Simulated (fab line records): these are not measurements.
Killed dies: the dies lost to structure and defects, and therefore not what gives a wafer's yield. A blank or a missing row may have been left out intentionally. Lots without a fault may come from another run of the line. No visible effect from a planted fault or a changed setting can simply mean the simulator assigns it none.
fab line records :: flow sky130
[record]
  lots = 14
  wafers = 42
  last_day = 50
route steps=708 shown SONOS_ONO@173 LDD_HVP@282 SD_N@349 LI_CONTACT@365
lots that met no fault: from a run of the same line without faults
start_h: hours from the record's opening day to when the first of the lot's shown wafers began :: wait_h: how many hours have passed since the lot's step before this one :: " same as the row above :: L1.1+2: several wafers, shown together as one row :: - no value present, or no start provided :: * or withheld: withheld :: < > ~ a bound
route shown NAME@n: NAME is a module with steps in the file, n the number in the route of the first one :: usual: mean/standard deviation of fault-free wafers :: same: alike in all rows :: chamber/n: place in a boat :: sites: readings site by site :: _std_site: standard deviation of those values :: _edge_site: inner sites' mean taken away from outer sites' mean :: radius_mm: for every site, how far away it sits from the centre of the wafer :: mask NAME#n: copy n :: behind: tool/chamber where the wafer was last shaped :: hold: cause of the lot's hold/its duration in hours/its outcome :: device: the transistor (n, p or np) that didn't switch :: end of line: the same wafers' tests at the end of the route :: step lacking rows: just its recipe :: killed: count of dies lost to structure and defects at first sort (not the wafer's yield) :: map: shows each die of a wafer: x if killed, . if not, _ if none is there
set.NAME: setting as actually run; set.NAME@STEP: the setting as run at that earlier step :: model.NAME: the simulator's own value behind a step, which no gauge read
a sample of lots followed through the steps of the route, with each step as a table and each wafer as a row
services: from which hour (start_h, from the record's first day; less than 0 if before it) a tool's chamber was out of use, for how many hours, and why
[[steps]]
[step SKY_SONOS_ONO_THK_MEAS_05]
[recipe]
  reads = SiO2_of_SONOS_ONO_CVD_04
[usual]
  SONOS_ONO_CVD_04_THK = 5.40/0.11
lot.wafer: L519.3
tool: film_metro-02
chamber: -
start_h: 266.90
wait_h: 0.0
SONOS_ONO_CVD_04_THK[nm]: 5.44

lot.wafer: L519.4
tool: film_metro-02
chamber: -
start_h: 266.90
wait_h: 0.0
SONOS_ONO_CVD_04_THK[nm]: 5.26

lot.wafer: L519.6
tool: film_metro-02
chamber: -
start_h: 266.90
wait_h: 0.0
SONOS_ONO_CVD_04_THK[nm]: 5.47

lot.wafer: L521.4
tool: film_metro-01
chamber: -
start_h: 283.37
wait_h: 0.0
SONOS_ONO_CVD_04_THK[nm]: 5.40

lot.wafer: L521.5
tool: film_metro-01
chamber: -
start_h: 283.37
wait_h: 0.0
SONOS_ONO_CVD_04_THK[nm]: 5.33

lot.wafer: L521.6
tool: film_metro-01
chamber: -
start_h: 283.37
wait_h: 0.0
SONOS_ONO_CVD_04_THK[nm]: 5.40

lot.wafer: L523.2
tool: film_metro-03
chamber: -
start_h: 296.51
wait_h: 0.0
SONOS_ONO_CVD_04_THK[nm]: 5.33

lot.wafer: L523.3
tool: film_metro-03
chamber: -
start_h: 296.51
wait_h: 0.0
SONOS_ONO_CVD_04_THK[nm]: 5.28

lot.wafer: L523.6
tool: film_metro-03
chamber: -
start_h: 296.51
wait_h: 0.0
SONOS_ONO_CVD_04_THK[nm]: 5.29

lot.wafer: L524.1
tool: film_metro-01
chamber: -
start_h: 301.90
wait_h: 0.0
SONOS_ONO_CVD_04_THK[nm]: 5.34

lot.wafer: L524.2
tool: film_metro-01
chamber: -
start_h: 301.90
wait_h: 0.0
SONOS_ONO_CVD_04_THK[nm]: 5.36

lot.wafer: L524.6
tool: film_metro-01
chamber: -
start_h: 301.90
wait_h: 0.0
SONOS_ONO_CVD_04_THK[nm]: 5.30

lot.wafer: L526.1
tool: film_metro-02
chamber: -
start_h: 334.18
wait_h: 0.0
SONOS_ONO_CVD_04_THK[nm]: 5.44

lot.wafer: L526.4
tool: film_metro-02
chamber: -
start_h: 334.18
wait_h: 0.0
SONOS_ONO_CVD_04_THK[nm]: 5.43

lot.wafer: L526.6
tool: film_metro-02
chamber: -
start_h: 334.18
wait_h: 0.0
SONOS_ONO_CVD_04_THK[nm]: 5.34

lot.wafer: L531.3
tool: film_metro-03
chamber: -
start_h: 365.36
wait_h: 0.0
SONOS_ONO_CVD_04_THK[nm]: 5.33

lot.wafer: L531.4
tool: film_metro-03
chamber: -
start_h: 365.36
wait_h: 0.0
SONOS_ONO_CVD_04_THK[nm]: 5.18

lot.wafer: L531.6
tool: film_metro-03
chamber: -
start_h: 365.36
wait_h: 0.0
SONOS_ONO_CVD_04_THK[nm]: 5.27

lot.wafer: L532.2
tool: film_metro-02
chamber: -
start_h: 369.04
wait_h: 0.0
SONOS_ONO_CVD_04_THK[nm]: 5.38

lot.wafer: L532.4
tool: film_metro-02
chamber: -
start_h: 369.04
wait_h: 0.0
SONOS_ONO_CVD_04_THK[nm]: 5.48

lot.wafer: L532.5
tool: film_metro-02
chamber: -
start_h: 369.04
wait_h: 0.0
SONOS_ONO_CVD_04_THK[nm]: 5.29

lot.wafer: L533.1
tool: film_metro-02
chamber: -
start_h: 374.54
wait_h: 0.0
SONOS_ONO_CVD_04_THK[nm]: 5.41

lot.wafer: L533.3
tool: film_metro-02
chamber: -
start_h: 374.54
wait_h: 0.0
SONOS_ONO_CVD_04_THK[nm]: 5.36

lot.wafer: L533.5
tool: film_metro-02
chamber: -
start_h: 374.54
wait_h: 0.0
SONOS_ONO_CVD_04_THK[nm]: 5.45

lot.wafer: L534.1
tool: film_metro-03
chamber: -
start_h: 384.27
wait_h: 0.0
SONOS_ONO_CVD_04_THK[nm]: 5.45

lot.wafer: L534.3
tool: film_metro-03
chamber: -
start_h: 384.27
wait_h: 0.0
SONOS_ONO_CVD_04_THK[nm]: 5.58

lot.wafer: L534.6
tool: film_metro-03
chamber: -
start_h: 384.27
wait_h: 0.0
SONOS_ONO_CVD_04_THK[nm]: 5.46

lot.wafer: L536.2
tool: film_metro-03
chamber: -
start_h: 400.97
wait_h: 0.0
SONOS_ONO_CVD_04_THK[nm]: 5.60

lot.wafer: L536.5
tool: film_metro-03
chamber: -
start_h: 400.97
wait_h: 0.0
SONOS_ONO_CVD_04_THK[nm]: 5.52

lot.wafer: L536.6
tool: film_metro-03
chamber: -
start_h: 400.97
wait_h: 0.0
SONOS_ONO_CVD_04_THK[nm]: 5.46

lot.wafer: L537.2
tool: film_metro-03
chamber: -
start_h: 415.93
wait_h: 0.0
SONOS_ONO_CVD_04_THK[nm]: 5.51

lot.wafer: L537.3
tool: film_metro-03
chamber: -
start_h: 415.93
wait_h: 0.0
SONOS_ONO_CVD_04_THK[nm]: 5.48

lot.wafer: L537.5
tool: film_metro-03
chamber: -
start_h: 415.93
wait_h: 0.0
SONOS_ONO_CVD_04_THK[nm]: 5.41

lot.wafer: L538.1
tool: film_metro-03
chamber: -
start_h: 421.43
wait_h: 0.0
SONOS_ONO_CVD_04_THK[nm]: 5.31

lot.wafer: L538.2
tool: film_metro-03
chamber: -
start_h: 421.43
wait_h: 0.0
SONOS_ONO_CVD_04_THK[nm]: 5.38

lot.wafer: L538.6
tool: film_metro-03
chamber: -
start_h: 421.43
wait_h: 0.0
SONOS_ONO_CVD_04_THK[nm]: 5.34

lot.wafer: L539.1
tool: film_metro-01
chamber: -
start_h: 422.67
wait_h: 0.0
SONOS_ONO_CVD_04_THK[nm]: 5.26

lot.wafer: L539.2
tool: film_metro-01
chamber: -
start_h: 422.67
wait_h: 0.0
SONOS_ONO_CVD_04_THK[nm]: 5.36

lot.wafer: L539.4
tool: film_metro-01
chamber: -
start_h: 422.67
wait_h: 0.0
SONOS_ONO_CVD_04_THK[nm]: 5.32

lot.wafer: L540.2
tool: film_metro-03
chamber: -
start_h: 433.98
wait_h: 0.0
SONOS_ONO_CVD_04_THK[nm]: 5.59

lot.wafer: L540.3
tool: film_metro-03
chamber: -
start_h: 433.98
wait_h: 0.0
SONOS_ONO_CVD_04_THK[nm]: 5.65

lot.wafer: L540.4
tool: film_metro-03
chamber: -
start_h: 433.98
wait_h: 0.0
SONOS_ONO_CVD_04_THK[nm]: 5.74
[step SKY_LDD_HVP_EXPOSE_04]
[recipe]
  mask_id = HVPTM
  na = 0.6
  source_shape = conventional
  sigma_outer = 0.6
  polarization = unpolarized
  target_cd_nm = 700
  dose_mj = 86
[usual]
  exposure_dose_mJ_cm2 = 86.00/0.096
  focus_offset_nm = -0.1/0.52
lot.wafer: L519.3
tool: iline_stepper-02
chamber: 0
start_h: 488.50
wait_h: -
mask: HVPTM#0
exposure_dose_mJ_cm2: 86.02
focus_offset_nm: -0.7

lot.wafer: L519.4
tool: iline_stepper-02
chamber: 0
start_h: 488.50
wait_h: -
mask: HVPTM#0
exposure_dose_mJ_cm2: 85.98
focus_offset_nm: -0.3

lot.wafer: L519.6
tool: iline_stepper-02
chamber: 0
start_h: 488.50
wait_h: -
mask: HVPTM#0
exposure_dose_mJ_cm2: 86.05
focus_offset_nm: 0.1

lot.wafer: L521.4
tool: iline_stepper-02
chamber: 0
start_h: 512.80
wait_h: -
mask: HVPTM#0
exposure_dose_mJ_cm2: 85.98
focus_offset_nm: 0.3

lot.wafer: L521.5
tool: iline_stepper-02
chamber: 0
start_h: 512.80
wait_h: -
mask: HVPTM#0
exposure_dose_mJ_cm2: 85.98
focus_offset_nm: 0.0

lot.wafer: L521.6
tool: iline_stepper-02
chamber: 0
start_h: 512.80
wait_h: -
mask: HVPTM#0
exposure_dose_mJ_cm2: 85.80
focus_offset_nm: 0.1

lot.wafer: L523.2
tool: iline_stepper-02
chamber: -
start_h: 527.58
wait_h: -
mask: HVPTM#0
exposure_dose_mJ_cm2: -
focus_offset_nm: -

lot.wafer: L523.3
tool: iline_stepper-02
chamber: -
start_h: 527.58
wait_h: -
mask: HVPTM#0
exposure_dose_mJ_cm2: -
focus_offset_nm: -

lot.wafer: L523.6
tool: iline_stepper-02
chamber: -
start_h: 527.58
wait_h: -
mask: HVPTM#0
exposure_dose_mJ_cm2: -
focus_offset_nm: -

lot.wafer: L524.1
tool: iline_stepper-02
chamber: -
start_h: 538.78
wait_h: -
mask: HVPTM#0
exposure_dose_mJ_cm2: -
focus_offset_nm: -

lot.wafer: L524.2
tool: iline_stepper-02
chamber: -
start_h: 538.78
wait_h: -
mask: HVPTM#0
exposure_dose_mJ_cm2: -
focus_offset_nm: -

lot.wafer: L524.6
tool: iline_stepper-02
chamber: -
start_h: 538.78
wait_h: -
mask: HVPTM#0
exposure_dose_mJ_cm2: -
focus_offset_nm: -

lot.wafer: L526.1
tool: iline_stepper-01
chamber: 0
start_h: 569.71
wait_h: -
mask: HVPTM#0
exposure_dose_mJ_cm2: 85.89
focus_offset_nm: 0.1

lot.wafer: L526.4
tool: iline_stepper-01
chamber: 0
start_h: 569.71
wait_h: -
mask: HVPTM#0
exposure_dose_mJ_cm2: 85.79
focus_offset_nm: -0.3

lot.wafer: L526.6
tool: iline_stepper-01
chamber: 0
start_h: 569.71
wait_h: -
mask: HVPTM#0
exposure_dose_mJ_cm2: 85.82
focus_offset_nm: 0.0

lot.wafer: L531.3
tool: iline_stepper-02
chamber: 0
start_h: 599.72
wait_h: -
mask: HVPTM#0
exposure_dose_mJ_cm2: 86.21
focus_offset_nm: 0.0

lot.wafer: L531.4
tool: iline_stepper-02
chamber: 0
start_h: 599.72
wait_h: -
mask: HVPTM#0
exposure_dose_mJ_cm2: 86.04
focus_offset_nm: -1.2

lot.wafer: L531.6
tool: iline_stepper-02
chamber: 0
start_h: 599.72
wait_h: -
mask: HVPTM#0
exposure_dose_mJ_cm2: 86.01
focus_offset_nm: -0.5

lot.wafer: L532.2
tool: iline_stepper-02
chamber: 0
start_h: 604.70
wait_h: -
mask: HVPTM#0
exposure_dose_mJ_cm2: 86.02
focus_offset_nm: -0.3

lot.wafer: L532.4
tool: iline_stepper-02
chamber: 0
start_h: 604.70
wait_h: -
mask: HVPTM#0
exposure_dose_mJ_cm2: 85.99
focus_offset_nm: 0.0

lot.wafer: L532.5
tool: iline_stepper-02
chamber: 0
start_h: 604.70
wait_h: -
mask: HVPTM#0
exposure_dose_mJ_cm2: 85.89
focus_offset_nm: -0.7

lot.wafer: L533.1
tool: iline_stepper-02
chamber: 0
start_h: 608.56
wait_h: -
mask: HVPTM#0
exposure_dose_mJ_cm2: 86.10
focus_offset_nm: -0.7

lot.wafer: L533.3
tool: iline_stepper-02
chamber: 0
start_h: 608.56
wait_h: -
mask: HVPTM#0
exposure_dose_mJ_cm2: 86.01
focus_offset_nm: -0.9

lot.wafer: L533.5
tool: iline_stepper-02
chamber: 0
start_h: 608.56
wait_h: -
mask: HVPTM#0
exposure_dose_mJ_cm2: 86.07
focus_offset_nm: -0.3

lot.wafer: L534.1
tool: iline_stepper-01
chamber: 0
start_h: 617.53
wait_h: -
mask: HVPTM#0
exposure_dose_mJ_cm2: 85.90
focus_offset_nm: 1.2

lot.wafer: L534.3
tool: iline_stepper-01
chamber: 0
start_h: 617.53
wait_h: -
mask: HVPTM#0
exposure_dose_mJ_cm2: 85.93
focus_offset_nm: 0.2

lot.wafer: L534.6
tool: iline_stepper-01
chamber: 0
start_h: 617.53
wait_h: -
mask: HVPTM#0
exposure_dose_mJ_cm2: 85.92
focus_offset_nm: 0.3

lot.wafer: L536.2
tool: iline_stepper-02
chamber: 0
start_h: 640.05
wait_h: -
mask: HVPTM#0
exposure_dose_mJ_cm2: 85.97
focus_offset_nm: -0.3

lot.wafer: L536.5
tool: iline_stepper-02
chamber: 0
start_h: 640.05
wait_h: -
mask: HVPTM#0
exposure_dose_mJ_cm2: 85.85
focus_offset_nm: 0.4

lot.wafer: L536.6
tool: iline_stepper-02
chamber: 0
start_h: 640.05
wait_h: -
mask: HVPTM#0
exposure_dose_mJ_cm2: 85.93
focus_offset_nm: -0.2

lot.wafer: L537.2
tool: iline_stepper-02
chamber: 0
start_h: 648.35
wait_h: -
mask: HVPTM#0
exposure_dose_mJ_cm2: 86.04
focus_offset_nm: 0.0

lot.wafer: L537.3
tool: iline_stepper-02
chamber: 0
start_h: 648.35
wait_h: -
mask: HVPTM#0
exposure_dose_mJ_cm2: 86.21
focus_offset_nm: -0.4

lot.wafer: L537.5
tool: iline_stepper-02
chamber: 0
start_h: 648.35
wait_h: -
mask: HVPTM#0
exposure_dose_mJ_cm2: 86.14
focus_offset_nm: 0.9

lot.wafer: L538.1
tool: iline_stepper-02
chamber: 0
start_h: 655.96
wait_h: -
mask: HVPTM#0
exposure_dose_mJ_cm2: 86.18
focus_offset_nm: -0.6

lot.wafer: L538.2
tool: iline_stepper-02
chamber: 0
start_h: 655.96
wait_h: -
mask: HVPTM#0
exposure_dose_mJ_cm2: 86.01
focus_offset_nm: -0.6

lot.wafer: L538.6
tool: iline_stepper-02
chamber: 0
start_h: 655.96
wait_h: -
mask: HVPTM#0
exposure_dose_mJ_cm2: 86.07
focus_offset_nm: -0.2

lot.wafer: L539.1
tool: iline_stepper-01
chamber: 0
start_h: 656.20
wait_h: -
mask: HVPTM#0
exposure_dose_mJ_cm2: 86.03
focus_offset_nm: 0.6

lot.wafer: L539.2
tool: iline_stepper-01
chamber: 0
start_h: 656.20
wait_h: -
mask: HVPTM#0
exposure_dose_mJ_cm2: 86.03
focus_offset_nm: -0.1

lot.wafer: L539.4
tool: iline_stepper-01
chamber: 0
start_h: 656.20
wait_h: -
mask: HVPTM#0
exposure_dose_mJ_cm2: 86.00
focus_offset_nm: 0.1

lot.wafer: L540.2
tool: iline_stepper-01
chamber: 0
start_h: 664.85
wait_h: -
mask: HVPTM#0
exposure_dose_mJ_cm2: 86.01
focus_offset_nm: 0.4

lot.wafer: L540.3
tool: iline_stepper-01
chamber: 0
start_h: 664.85
wait_h: -
mask: HVPTM#0
exposure_dose_mJ_cm2: 85.94
focus_offset_nm: 0.6

lot.wafer: L540.4
tool: iline_stepper-01
chamber: 0
start_h: 664.85
wait_h: -
mask: HVPTM#0
exposure_dose_mJ_cm2: 86.16
focus_offset_nm: -0.1
[step SKY_SD_N_CD_MEAS_07]
[recipe]
  target_cd_nm = 380
[usual]
  cd_nm = 379.7/2.6
lot.wafer: L519.3
tool: cd_sem-01
chamber: -
start_h: 650.65
wait_h: 0.1
cd_nm: 383.9

lot.wafer: L519.4
tool: cd_sem-01
chamber: -
start_h: 650.65
wait_h: 0.1
cd_nm: 381.0

lot.wafer: L519.6
tool: cd_sem-01
chamber: -
start_h: 650.65
wait_h: 0.1
cd_nm: 380.4

lot.wafer: L521.4
tool: cd_sem-02
chamber: -
start_h: 693.17
wait_h: 0.1
cd_nm: 376.6

lot.wafer: L521.5
tool: cd_sem-02
chamber: -
start_h: 693.17
wait_h: 0.1
cd_nm: 376.6

lot.wafer: L521.6
tool: cd_sem-02
chamber: -
start_h: 693.17
wait_h: 0.1
cd_nm: 379.3

lot.wafer: L523.2
tool: cd_sem-01
chamber: -
start_h: 693.25
wait_h: 0.1
cd_nm: 376.0

lot.wafer: L523.3
tool: cd_sem-01
chamber: -
start_h: 693.25
wait_h: 0.1
cd_nm: 376.0

lot.wafer: L523.6
tool: cd_sem-01
chamber: -
start_h: 693.25
wait_h: 0.1
cd_nm: 378.2

lot.wafer: L524.1
tool: cd_sem-02
chamber: -
start_h: 699.46
wait_h: 0.1
cd_nm: 380.4

lot.wafer: L524.2
tool: cd_sem-02
chamber: -
start_h: 699.46
wait_h: 0.1
cd_nm: 381.2

lot.wafer: L524.6
tool: cd_sem-02
chamber: -
start_h: 699.46
wait_h: 0.1
cd_nm: 380.8

lot.wafer: L526.1
tool: cd_sem-02
chamber: -
start_h: 729.13
wait_h: 0.1
cd_nm: 380.2

lot.wafer: L526.4
tool: cd_sem-02
chamber: -
start_h: 729.13
wait_h: 0.1
cd_nm: 378.3

lot.wafer: L526.6
tool: cd_sem-02
chamber: -
start_h: 729.13
wait_h: 0.1
cd_nm: 379.7

lot.wafer: L531.3
tool: cd_sem-02
chamber: -
start_h: 753.88
wait_h: 0.2
cd_nm: 379.9

lot.wafer: L531.4
tool: cd_sem-02
chamber: -
start_h: 753.88
wait_h: 0.2
cd_nm: 378.4

lot.wafer: L531.6
tool: cd_sem-02
chamber: -
start_h: 753.88
wait_h: 0.2
cd_nm: 379.0

lot.wafer: L532.2
tool: cd_sem-02
chamber: -
start_h: 758.68
wait_h: 0.3
cd_nm: 379.3

lot.wafer: L532.4
tool: cd_sem-02
chamber: -
start_h: 758.68
wait_h: 0.3
cd_nm: 379.6

lot.wafer: L532.5
tool: cd_sem-02
chamber: -
start_h: 758.68
wait_h: 0.3
cd_nm: 379.1

lot.wafer: L533.1
tool: cd_sem-02
chamber: -
start_h: 762.39
wait_h: 0.2
cd_nm: 378.1

lot.wafer: L533.3
tool: cd_sem-02
chamber: -
start_h: 762.39
wait_h: 0.2
cd_nm: 378.3

lot.wafer: L533.5
tool: cd_sem-02
chamber: -
start_h: 762.39
wait_h: 0.2
cd_nm: 376.9

lot.wafer: L534.1
tool: cd_sem-02
chamber: -
start_h: 768.96
wait_h: 0.1
cd_nm: 382.0

lot.wafer: L534.3
tool: cd_sem-02
chamber: -
start_h: 768.96
wait_h: 0.1
cd_nm: 379.6

lot.wafer: L534.6
tool: cd_sem-02
chamber: -
start_h: 768.96
wait_h: 0.1
cd_nm: 381.2

lot.wafer: L536.2
tool: cd_sem-02
chamber: -
start_h: 791.34
wait_h: 0.1
cd_nm: 378.2

lot.wafer: L536.5
tool: cd_sem-02
chamber: -
start_h: 791.34
wait_h: 0.1
cd_nm: 378.0

lot.wafer: L536.6
tool: cd_sem-02
chamber: -
start_h: 791.34
wait_h: 0.1
cd_nm: 379.8

lot.wafer: L537.2
tool: cd_sem-02
chamber: -
start_h: 800.80
wait_h: 0.1
cd_nm: 382.1

lot.wafer: L537.3
tool: cd_sem-02
chamber: -
start_h: 800.80
wait_h: 0.1
cd_nm: 382.8

lot.wafer: L537.5
tool: cd_sem-02
chamber: -
start_h: 800.80
wait_h: 0.1
cd_nm: 381.1

lot.wafer: L538.1
tool: cd_sem-01
chamber: -
start_h: 807.88
wait_h: 0.1
cd_nm: 382.1

lot.wafer: L538.2
tool: cd_sem-01
chamber: -
start_h: 807.88
wait_h: 0.1
cd_nm: 381.4

lot.wafer: L538.6
tool: cd_sem-01
chamber: -
start_h: 807.88
wait_h: 0.1
cd_nm: 381.6

lot.wafer: L539.1
tool: cd_sem-02
chamber: -
start_h: 810.38
wait_h: 0.1
cd_nm: 381.5

lot.wafer: L539.2
tool: cd_sem-02
chamber: -
start_h: 810.38
wait_h: 0.1
cd_nm: 380.2

lot.wafer: L539.4
tool: cd_sem-02
chamber: -
start_h: 810.38
wait_h: 0.1
cd_nm: 380.4

lot.wafer: L540.2
tool: cd_sem-01
chamber: -
start_h: 816.25
wait_h: 0.1
cd_nm: 374.9

lot.wafer: L540.3
tool: cd_sem-01
chamber: -
start_h: 816.25
wait_h: 0.1
cd_nm: 378.5

lot.wafer: L540.4
tool: cd_sem-01
chamber: -
start_h: 816.25
wait_h: 0.1
cd_nm: 376.5
[step SKY_LI_CONTACT_BOW_MEAS_03]
[recipe]
  mode = bow
[usual]
  LI_CONTACT_BOW = 55/6.7
lot.wafer: L519.3
tool: film_metro-04
chamber: -
start_h: 652.33
wait_h: 0.3
LI_CONTACT_BOW[um]: 72

lot.wafer: L519.4
tool: film_metro-04
chamber: -
start_h: 652.33
wait_h: 0.3
LI_CONTACT_BOW[um]: 45

lot.wafer: L519.6
tool: film_metro-04
chamber: -
start_h: 652.33
wait_h: 0.3
LI_CONTACT_BOW[um]: 64

lot.wafer: L521.4
tool: film_metro-01
chamber: -
start_h: 694.85
wait_h: 0.3
LI_CONTACT_BOW[um]: 66

lot.wafer: L521.5
tool: film_metro-01
chamber: -
start_h: 694.85
wait_h: 0.3
LI_CONTACT_BOW[um]: 43

lot.wafer: L521.6
tool: film_metro-01
chamber: -
start_h: 694.85
wait_h: 0.3
LI_CONTACT_BOW[um]: 52

lot.wafer: L523.2
tool: film_metro-04
chamber: -
start_h: 694.95
wait_h: 0.3
LI_CONTACT_BOW[um]: 51

lot.wafer: L523.3
tool: film_metro-04
chamber: -
start_h: 694.95
wait_h: 0.3
LI_CONTACT_BOW[um]: 51

lot.wafer: L523.6
tool: film_metro-04
chamber: -
start_h: 694.95
wait_h: 0.3
LI_CONTACT_BOW[um]: 46

lot.wafer: L524.1
tool: film_metro-02
chamber: -
start_h: 701.15
wait_h: 0.2
LI_CONTACT_BOW[um]: 56

lot.wafer: L524.2
tool: film_metro-02
chamber: -
start_h: 701.15
wait_h: 0.2
LI_CONTACT_BOW[um]: 52

lot.wafer: L524.6
tool: film_metro-02
chamber: -
start_h: 701.15
wait_h: 0.2
LI_CONTACT_BOW[um]: 51

lot.wafer: L526.1
tool: film_metro-02
chamber: -
start_h: 730.81
wait_h: 0.2
LI_CONTACT_BOW[um]: 65

lot.wafer: L526.4
tool: film_metro-02
chamber: -
start_h: 730.81
wait_h: 0.2
LI_CONTACT_BOW[um]: 47

lot.wafer: L526.6
tool: film_metro-02
chamber: -
start_h: 730.81
wait_h: 0.2
LI_CONTACT_BOW[um]: 51

lot.wafer: L531.3
tool: film_metro-01
chamber: -
start_h: 755.55
wait_h: 0.3
LI_CONTACT_BOW[um]: 60

lot.wafer: L531.4
tool: film_metro-01
chamber: -
start_h: 755.55
wait_h: 0.3
LI_CONTACT_BOW[um]: 55

lot.wafer: L531.6
tool: film_metro-01
chamber: -
start_h: 755.55
wait_h: 0.3
LI_CONTACT_BOW[um]: 54

lot.wafer: L532.2
tool: film_metro-02
chamber: -
start_h: 760.46
wait_h: 0.3
LI_CONTACT_BOW[um]: 60

lot.wafer: L532.4
tool: film_metro-02
chamber: -
start_h: 760.46
wait_h: 0.3
LI_CONTACT_BOW[um]: 53

lot.wafer: L532.5
tool: film_metro-02
chamber: -
start_h: 760.46
wait_h: 0.3
LI_CONTACT_BOW[um]: 60

lot.wafer: L533.1
tool: film_metro-02
chamber: -
start_h: 764.07
wait_h: 0.1
LI_CONTACT_BOW[um]: 75

lot.wafer: L533.3
tool: film_metro-02
chamber: -
start_h: 764.07
wait_h: 0.1
LI_CONTACT_BOW[um]: 61

lot.wafer: L533.5
tool: film_metro-02
chamber: -
start_h: 764.07
wait_h: 0.1
LI_CONTACT_BOW[um]: 62

lot.wafer: L534.1
tool: film_metro-04
chamber: -
start_h: 770.64
wait_h: 0.2
LI_CONTACT_BOW[um]: 45

lot.wafer: L534.3
tool: film_metro-04
chamber: -
start_h: 770.64
wait_h: 0.2
LI_CONTACT_BOW[um]: 66

lot.wafer: L534.6
tool: film_metro-04
chamber: -
start_h: 770.64
wait_h: 0.2
LI_CONTACT_BOW[um]: 59

lot.wafer: L536.2
tool: film_metro-02
chamber: -
start_h: 793.02
wait_h: 0.1
LI_CONTACT_BOW[um]: 54

lot.wafer: L536.5
tool: film_metro-02
chamber: -
start_h: 793.02
wait_h: 0.1
LI_CONTACT_BOW[um]: 60

lot.wafer: L536.6
tool: film_metro-02
chamber: -
start_h: 793.02
wait_h: 0.1
LI_CONTACT_BOW[um]: 48

lot.wafer: L537.2
tool: film_metro-02
chamber: -
start_h: 802.54
wait_h: 0.2
LI_CONTACT_BOW[um]: 54

lot.wafer: L537.3
tool: film_metro-02
chamber: -
start_h: 802.54
wait_h: 0.2
LI_CONTACT_BOW[um]: 49

lot.wafer: L537.5
tool: film_metro-02
chamber: -
start_h: 802.54
wait_h: 0.2
LI_CONTACT_BOW[um]: 47

lot.wafer: L538.1
tool: film_metro-04
chamber: -
start_h: 809.56
wait_h: 0.1
LI_CONTACT_BOW[um]: 58

lot.wafer: L538.2
tool: film_metro-04
chamber: -
start_h: 809.56
wait_h: 0.1
LI_CONTACT_BOW[um]: 47

lot.wafer: L538.6
tool: film_metro-04
chamber: -
start_h: 809.56
wait_h: 0.1
LI_CONTACT_BOW[um]: 53

lot.wafer: L539.1
tool: film_metro-02
chamber: -
start_h: 812.33
wait_h: 0.1
LI_CONTACT_BOW[um]: 64

lot.wafer: L539.2
tool: film_metro-02
chamber: -
start_h: 812.33
wait_h: 0.1
LI_CONTACT_BOW[um]: 60

lot.wafer: L539.4
tool: film_metro-02
chamber: -
start_h: 812.33
wait_h: 0.1
LI_CONTACT_BOW[um]: 61

lot.wafer: L540.2
tool: film_metro-02
chamber: -
start_h: 817.94
wait_h: 0.2
LI_CONTACT_BOW[um]: 47

lot.wafer: L540.3
tool: film_metro-02
chamber: -
start_h: 817.94
wait_h: 0.2
LI_CONTACT_BOW[um]: 61

lot.wafer: L540.4
tool: film_metro-02
chamber: -
start_h: 817.94
wait_h: 0.2
LI_CONTACT_BOW[um]: 57
[[services]]
tool: iline_stepper-02
chamber: 0
start_h: 494.96
hours: -
kind: calibration

tool: iline_stepper-02
chamber: -
start_h: 522.23
hours: 1.7
kind: pm

tool: iline_stepper-01
chamber: 0
start_h: 634.38
hours: -
kind: calibration
[[key]]
[first_sign]
  step = SKY_LDD_HVP_EXPOSE_04
  reading = tool_record
  direction = missing
effect none on later readings
met_at SKY_LDD_HVP_EXPOSE_04
struck_lots L523,L524
sort_left_out L523.2,L523.3,L523.6,L524.1,L524.2,L524.6
tester_left_out L523,L524
not_acting_at SKY_SONOS_ONO_THK_MEAS_05,SKY_SD_N_CD_MEAS_07,SKY_LI_CONTACT_BOW_MEAS_03
onset_between 512.80 527.58
[fault]
  kind = skipped_step_whole
  tool = iline_stepper-02
  chamber = -
  onset_h = 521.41
  steps = SKY_LDD_HVP_EXPOSE_04
  scope = struck_lots_only
// tester_left_out: of these lots the tester's yield and bins aren't shown, on N5 and GAA mostly nor the transistor test; their killed dies are dies lost to structure and defects alone, not to doping, threshold or leakage, so they don't give the yield
// sort_left_out: the simulated sort isn't trusted on such a fault, so these wafers' sort isn't shown, and their yield isn't known
